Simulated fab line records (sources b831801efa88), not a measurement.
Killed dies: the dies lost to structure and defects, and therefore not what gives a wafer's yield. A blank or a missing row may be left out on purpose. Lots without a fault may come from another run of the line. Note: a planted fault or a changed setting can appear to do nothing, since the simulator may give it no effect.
fab line records ; flow sky130 ; part 2 of 2: steps 27 to 39 of 39
record: lots: 5; wafers: 15; lastDay: 50
route steps=708 shown VIA3@594 METAL4@598 CAP2M@603
lots untouched by any fault: they come from a run of this same line in which no faults occurred
startH: hours from the record's opening day to when the first of the lot's shown wafers began ; waitH: hours elapsed since this lot's preceding step ; " unchanged from the row above ; L1.1+2: several wafers, shown together as one row ; - either no value or no given start ; * or withheld: withheld ; < > ~ a bound
route shown NAME@n: a module of which the file shows steps, and the number in the route of the first ; usual: average and standard deviation across the fault-free wafers ; same: alike in all rows ; chamber/n: place in a boat ; sites: the reading at each site ; _std_site: their standard deviation ; _edge_site: inner sites' mean taken away from outer sites' mean ; radiusMm: for every site, how far away it sits from the centre of the wafer ; mask NAME#n: copy n ; behind: the last tool/chamber to shape the wafer ; hold: reason for holding the lot/hours on hold/outcome of the hold ; device: whichever transistor did not switch (one of n, p or np) ; end of line: the tests these same wafers got at the end of their route ; a step without rows: its recipe alone ; killed: the dies lost at the first sort to structure and to defects; this is not the yield of the wafer ; map: dies across one wafer; x = killed, . = not, _ = none there
set.NAME: setting as actually run; set.NAME@STEP: the setting as run at that earlier step ; model.NAME: the simulator's own value behind a step, which no gauge read
lots at selected steps of the route; one table per step, one row per wafer
services: from which hour (startH, from the record's first day; less than 0 if before it) a tool's chamber was out of use, for how many hours, and why
== steps ==
step: SKY_CAP2M_CLEAN_17
recipe: chemistry: O3/DIW; dry: n2Spin
lot.wafer;tool;chamber;startH;waitH
L075.1+4+5;wetBench-04;2;974.85;0.0
L085.1+2+4;wetBench-03;2;1041.05;0.0
L086.2+4+6;wetBench-03;1;1045.49;0.0
L090.3+4+5;wetBench-01;3;1069.25;0.0
L094.1+2+3;wetBench-04;2;1092.77;0.0
step: SKY_METAL4_DEHYDRATE_05
recipe: tempC: 200; timeS: 60
lot.wafer;tool;chamber;startH;waitH
L075.1+4+5;lithoTrack-03;0;986.47;11.5
L085.1+2+4;lithoTrack-02;0;1050.30;9.2
L086.2+4+6;lithoTrack-02;0;1055.98;10.4
L090.3+4+5;lithoTrack-02;0;1079.20;9.9
L094.1+2+3;lithoTrack-02;0;1102.80;9.9
step: SKY_METAL4_HMDS_06
recipe: primeTimeS: 60; primeTempC: 120
lot.wafer;tool;chamber;startH;waitH
L075.1+4+5;lithoTrack-03;0;986.62;0.1
L085.1+2+4;lithoTrack-02;0;1050.45;0.1
L086.2+4+6;lithoTrack-02;0;1056.13;0.1
L090.3+4+5;lithoTrack-02;0;1079.35;0.1
L094.1+2+3;lithoTrack-02;0;1102.95;0.1
step: SKY_METAL4_COAT_07
recipe: resist: BARC; tempC: withheld; timeS: withheld; spinRpm: 3000; resistThkNm: 60
lot.wafer;tool;chamber;startH;waitH
L075.1+4+5;lithoTrack-03;0;986.77;0.1
L085.1+2+4;lithoTrack-02;0;1050.60;0.1
L086.2+4+6;lithoTrack-02;0;1056.28;0.1
L090.3+4+5;lithoTrack-02;0;1079.50;0.1
L094.1+2+3;lithoTrack-02;0;1103.10;0.1
step: SKY_METAL4_COAT_08
recipe: resist: KrF-thick; spinRpm: 3000; resistThkNm: 1140
lot.wafer;tool;chamber;startH;waitH
L075.1+4+5;lithoTrack-03;0;-;-
L085.1+2+4;lithoTrack-02;0;-;-
L086.2+4+6;lithoTrack-02;0;-;-
L090.3+4+5;lithoTrack-02;0;-;-
L094.1+2+3;lithoTrack-02;0;-;-
step: SKY_METAL4_SOFTBAKE_09
recipe: tempC: 100; timeS: 90; resist: KrF-thick
lot.wafer;tool;chamber;startH;waitH
L075.1+4+5;lithoTrack-03;0;-;-
L085.1+2+4;lithoTrack-02;0;-;-
L086.2+4+6;lithoTrack-02;0;-;-
L090.3+4+5;lithoTrack-02;0;-;-
L094.1+2+3;lithoTrack-02;0;-;-
step: SKY_METAL4_EXPOSE_10
recipe: maskId: MM4; na: 0.68; sourceShape: annular; sigmaInner: 0.4; sigmaOuter: 0.8; targetCdNm: 300; doseMj: 28
lot.wafer;tool;chamber;startH;waitH;mask
L075.1+4+5;krfScanner-01;0;-;-;MM4#0
L085.1+2+4;krfScanner-02;0;-;-;MM4#0
L086.2+4+6;krfScanner-02;0;-;-;MM4#0
L090.3+4+5;krfScanner-01;0;-;-;MM4#0
L094.1+2+3;krfScanner-01;0;-;-;MM4#0
step: SKY_METAL4_PEB_11
recipe: pebTempC: withheld; pebTimeS: withheld; resist: KrF-thick
lot.wafer;tool;chamber;startH;waitH
L075.1+4+5;lithoTrack-03;0;-;-
L085.1+2+4;lithoTrack-02;0;-;-
L086.2+4+6;lithoTrack-04;0;-;-
L090.3+4+5;lithoTrack-03;0;-;-
L094.1+2+3;lithoTrack-03;0;-;-
step: SKY_METAL4_DEVELOP_12
recipe: developTimeS: 60; resist: KrF-thick; devTempC: 21
lot.wafer;tool;chamber;startH;waitH
L075.1+4+5;lithoTrack-03;0;-;-
L085.1+2+4;lithoTrack-02;0;-;-
L086.2+4+6;lithoTrack-04;0;-;-
L090.3+4+5;lithoTrack-03;0;-;-
L094.1+2+3;lithoTrack-03;0;-;-
step: SKY_METAL4_CD_MEAS_13
recipe: targetCdNm: 300
usual: cdNm: 299.7/1.4
lot.wafer;tool;chamber;startH;waitH;cdNm
L075.1;cdSem-02;-;998.72;-;299.9
L075.4;cdSem-02;-;998.72;-;298.1
L075.5;cdSem-02;-;998.72;-;300.9
L085.1;cdSem-02;-;1062.55;-;299.6
L085.2;cdSem-02;-;1062.55;-;300.3
L085.4;cdSem-02;-;1062.55;-;300.0
L086.2;cdSem-01;-;1067.95;-;299.3
L086.4;cdSem-01;-;1067.95;-;300.4
L086.6;cdSem-01;-;1067.95;-;298.3
L090.3;cdSem-02;-;1090.60;-;297.9
L090.4;cdSem-02;-;1090.60;-;299.9
L090.5;cdSem-02;-;1090.60;-;300.6
L094.1;cdSem-01;-;1113.42;-;300.0
L094.2;cdSem-01;-;1113.42;-;299.6
L094.3;cdSem-01;-;1113.42;-;298.9
step: SKY_METAL4_OVL_MEAS_14
usual: METAL4_OVL: -3/6.3
lot.wafer;tool;chamber;startH;waitH;METAL4_OVL[nm]
L075.1;overlay-02;-;998.84;0.1;-5
L075.4;overlay-02;-;998.84;0.1;-9
L075.5;overlay-02;-;998.84;0.1;-10
L085.1;overlay-02;-;1062.67;0.1;4
L085.2;overlay-02;-;1062.67;0.1;-6
L085.4;overlay-02;-;1062.67;0.1;0
L086.2;overlay-01;-;1068.05;0.1;-1
L086.4;overlay-01;-;1068.05;0.1;-3
L086.6;overlay-01;-;1068.05;0.1;-3
L090.3;overlay-01;-;1090.69;0.1;-10
L090.4;overlay-01;-;1090.69;0.1;-8
L090.5;overlay-01;-;1090.69;0.1;-8
L094.1;overlay-02;-;1113.54;0.1;-1
L094.2;overlay-02;-;1113.54;0.1;-1
L094.3;overlay-02;-;1113.54;0.1;1
step: SKY_METAL4_DESCUM_15
recipe: chemistry: O2; sourcePowerW: 150; biasPowerW: 0; pressureMtorr: 10; tempC: 40; timeS: 8
usual: drypumpMotorCurrentA: 5.5/0.49; oesProductAu: 1.000/0.013; rfFwdPowerW: 146.7/0.75
lot.wafer;tool;chamber;startH;waitH;drypumpMotorCurrentA;oesProductAu;rfFwdPowerW;rfHoursCounterH
L075.1;rieMetal-03;1;998.88;0.0;5.6;1.009;146.6;10
L075.4;rieMetal-03;1;998.88;0.0;5.6;1.010;146.6;-
L075.5;rieMetal-03;1;998.88;0.0;5.6;0.999;146.3;-
L085.1;rieMetal-04;1;1062.71;0.0;5.3;0.990;146.5;15
L085.2;rieMetal-04;0;1062.71;0.0;5.3;1.015;147.2;13
L085.4;rieMetal-04;1;1062.71;0.0;5.3;0.988;146.3;-
L086.2;rieMetal-03;0;1068.08;0.0;6.1;0.991;147.8;14
L086.4;rieMetal-03;1;1068.08;0.0;5.6;1.000;145.7;-
L086.6;rieMetal-03;1;1068.08;0.0;5.6;1.011;146.0;-
L090.3;rieMetal-02;1;1090.74;0.0;4.9;0.986;145.8;-
L090.4;rieMetal-02;1;1090.74;0.0;4.9;0.982;145.8;-
L090.5;rieMetal-02;1;1090.74;0.0;4.9;0.986;146.3;-
L094.1;rieMetal-03;1;1113.58;0.0;5.6;1.014;146.7;19
L094.2;rieMetal-03;0;1113.58;0.0;6.0;0.998;148.7;18
L094.3;rieMetal-03;1;1113.58;0.0;5.6;1.002;147.3;-
step: SKY_METAL4_ETCH_16
recipe: chemistry: N2/H2; target: BARC; ionEnergyEv: 200; biasW: 100; pressureMtorr: 30; n2FlowSccm: 100; h2FlowSccm: 200; icpW: 500; stopOn: SiO2; timeS: 88.2; targetDepthA: 600
usual: drypumpMotorCurrentA: 5.5/0.49; n2FlowSccm: 99.93/0.3; oesProductAu: 0.626/0.0046; rfFwdPowerW: 496.3/1.5; throttleValvePct: 13.205/0.0093
lot.wafer;tool;chamber;startH;waitH;drypumpMotorCurrentA;n2FlowSccm;oesProductAu;rfFwdPowerW;rfHoursCounterH;throttleValvePct
L075.1;rieMetal-03;1;998.94;0.1;5.6;100.09;0.620;494.8;10;13.205
L075.4;rieMetal-03;1;998.94;0.1;5.6;99.97;0.627;497.9;-;13.206
L075.5;rieMetal-03;1;998.94;0.1;5.6;100.20;0.626;496.6;-;13.231
L085.1;rieMetal-04;1;1062.74;0.0;5.3;100.02;0.624;493.1;16;13.223
L085.2;rieMetal-04;0;1062.74;0.0;5.4;100.60;0.634;496.4;13;13.220
L085.4;rieMetal-04;1;1062.74;0.0;5.3;99.69;0.620;495.3;-;13.197
L086.2;rieMetal-03;0;1068.11;0.0;6.1;99.53;0.620;498.4;14;13.200
L086.4;rieMetal-03;1;1068.11;0.0;5.6;99.82;0.623;495.1;-;13.210
L086.6;rieMetal-03;1;1068.11;0.0;5.6;99.37;0.632;496.1;-;13.209
L090.3;rieMetal-02;1;1090.85;0.1;4.9;100.15;0.630;495.7;-;13.198
L090.4;rieMetal-02;1;1090.85;0.1;4.9;99.75;0.634;495.1;-;13.195
L090.5;rieMetal-02;1;1090.85;0.1;4.9;99.91;0.623;495.4;-;13.213
L094.1;rieMetal-03;1;1113.61;0.0;5.6;100.11;0.625;494.6;19;13.208
L094.2;rieMetal-03;0;1113.61;0.0;6.1;100.16;0.622;499.5;18;13.210
L094.3;rieMetal-03;1;1113.61;0.0;5.6;99.94;0.628;496.6;-;13.208
== services ==
tool;chamber;startH;hours;kind
ilineStepper-01;-;928.19;4.1;repair
krfScanner-01;-;934.64;1.0;pm
cvdW-01;-;937.12;2.8;pm
pecvd-02;1;937.23;4.8;repair
krfScanner-02;-;940.88;1.3;pm
krfScanner-02;-;942.18;3.6;pm
pvdSputter-01;-;947.22;5.7;repair
rieMetal-03;0;961.10;45.0;repair
cvdW-01;-;968.54;4.3;pm
cmp-01;-;976.73;1.0;repair
ilineStepper-02;-;982.64;1.7;pm
krfScanner-02;-;989.35;7.2;pm
krfScanner-01;-;996.55;0.8;pm
cmp-01;-;1007.65;2.8;repair
cvdW-02;0;1017.83;14.9;repair
pvdSputter-02;-;1020.43;8.2;repair
rieMetal-01;-;1025.86;1.4;pm
cmp-01;-;1037.71;5.1;repair
cmp-01;-;1048.08;6.4;pm
cmp-01;-;1054.51;16.6;pm
krfScanner-01;-;1064.20;1.3;pm
cmp-01;-;1084.00;4.0;pm
pvdSputter-03;-;1098.89;9.3;repair
krfScanner-01;-;1103.72;1.0;pm
